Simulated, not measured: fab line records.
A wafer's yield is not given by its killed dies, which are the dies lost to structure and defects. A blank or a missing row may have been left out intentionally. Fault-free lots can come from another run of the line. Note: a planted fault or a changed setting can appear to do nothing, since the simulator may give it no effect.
Which tool is to blame?    flow sky130    Sampling: 7 lots, 21 wafers, 4 of 708 route steps

== WHAT THE GAUGES READ, wafer by wafer ==
SKY_LOCAL_INTERCONNECT_CD_MEAS_11: the cd target is 170 nm.
lot   measured      on        cdNm (nm)
L830  day 30 15:53  cdSem-01  168.8 169.0 168.3
L834  day 31 19:43  cdSem-02  171.4 171.0 171.7
L837  day 33 07:35  cdSem-01  169.3 167.5 168.4
L839  day 33 22:14  cdSem-01  170.4 171.6 170.4
L844  day 35 10:06  cdSem-02  167.4 165.7 167.3
L847  day 36 04:02  cdSem-02  169.0 170.6 167.9
L852  day 37 09:17  cdSem-01  171.8 171.0 171.1

== TOOL THAT RAN EACH LOT (tool first, then ch and the chambers of the sampled wafers, then the start) ==
lot   SKY_LDD_HVN_DEVELOP_06            SKY_LI_CONTACT_STRIP_16              SKY_LI_CONTACT_CMP_24
L830  lithoTrack-04 ch 0, day 20 16:14  plasmaAsher-03 ch 0,1, day 29 12:02  cmp-01 ch 0,2,3, day 29 12:53
L834  lithoTrack-04 ch 0, day 22 02:04  plasmaAsher-01 ch 0, day 30 15:34    cmp-01 ch 1,2, day 30 16:20
L837  lithoTrack-01 ch 0, day 23 15:56  plasmaAsher-04 ch 0,1, day 32 03:31  cmp-01 ch 1,2,3, day 32 04:16
L839  lithoTrack-04 ch 0, day 24 04:49  plasmaAsher-03 ch 0,1, day 32 18:29  cmp-02 ch 0,2,3, day 32 19:19
L844  lithoTrack-01, day 26 03:41       plasmaAsher-01 ch 0,1, day 34 06:29  cmp-02 ch 1,3, day 34 07:14
L847  lithoTrack-04 ch 0, day 26 15:17  plasmaAsher-04 ch 0,1, day 35 00:41  cmp-02 ch 0,1,3, day 35 01:25
L852  lithoTrack-02 ch 0, day 28 05:25  plasmaAsher-04 ch 0,1, day 36 06:02  cmp-01 ch 1,2,3, day 36 06:49
- SKY_LDD_HVN_DEVELOP_06: develop time 60 s.
- SKY_LI_CONTACT_STRIP_16: strips in O2/N2.
- SKY_LI_CONTACT_CMP_24: polishes, stops on PSG, t overpolish 20 s, target thk 0 nm.

== THE ANSWER, worked out from the rows above alone ==
Rule: the lots themselves supply what counts as usual. Put in order of their means at a reading, lots are off if they are a third of the lots or fewer, leave a main group of 4 or more, and stand apart from it by a gap of 3 or more times the standard deviation of the main group's means; of several such gaps the widest counts. If all means in a main group match to the digits the tables above print for the reading, that group is not used. Also off: a lot with no number at a reading for which 4 or more lots have one. All remaining lots with rows at the step are treated as sound.
None of the lots is off at any reading shown; this tells nothing.

== WHAT THE SIMULATOR HAD INSERTED ==
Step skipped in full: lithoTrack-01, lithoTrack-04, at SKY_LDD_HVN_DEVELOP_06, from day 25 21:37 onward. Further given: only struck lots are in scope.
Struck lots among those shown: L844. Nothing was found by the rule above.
